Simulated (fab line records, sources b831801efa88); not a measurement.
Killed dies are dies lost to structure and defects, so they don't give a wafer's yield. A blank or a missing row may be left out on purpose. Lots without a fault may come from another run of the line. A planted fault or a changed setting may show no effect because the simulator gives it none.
Chamber matching | flow sky130 | SKY_CONTACT_CMP_27 on cmp-01: 4 sister chambers
The step polishes, stops on SiO2, t overpolish 15 s, target thk 0 nm. 4 wafers are shown with their chamber, then 7 later ones without.

WAFERS WITH THEIR CHAMBER
wafer  | chamber | motor_current_A (A)
L919.3 | 3       | 10.8
L919.5 | 1       | 10.7
L927.1 | 2       | 11.2
L927.5 | 0       | 9.4

WAFERS WITHOUT THEIR CHAMBER
wafer  | motor_current_A (A)
L927.6 | 11.0
L930.2 | 11.1
L930.4 | 9.1
L930.6 | 11.5
L933.2 | 10.4
L933.3 | 11.7
L933.5 | 10.3

WHICH CHAMBER EACH WENT THROUGH
wafer  | from the rows above               | in truth
L927.6 | can't be placed: 2 or 3 or 1      | 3
L930.2 | can't be placed: 2 or 3 or 1      | 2
L930.4 | 0                                 | 0
L930.6 | can't be placed: 2 or 3 or 1      | 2
L933.2 | can't be placed: 1 or 3 or 2      | 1
L933.3 | can't be placed: 2 or 3 or 1      | 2
L933.5 | can't be placed: 1 or 3 or 2 or 0 | 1
Placed correctly: 1 of 7. Can't be placed from these rows: 6 (the true chamber is among the candidates in 6). Placed wrongly: 0.
How it was worked out, from the rows above alone: a wafer's distance from a chamber is the root of the sum, over the readings, of the square of ((its reading less the chamber's mean) divided by the reading's scatter). The wafer belongs to the nearest chamber; if the next one is less than 2 further off, it can't be placed. A chamber's mean is the mean of its shown wafers. The scatter: with one shown wafer a chamber, the root of the mean of the squares of how far each hidden wafer lies from its nearest shown one.
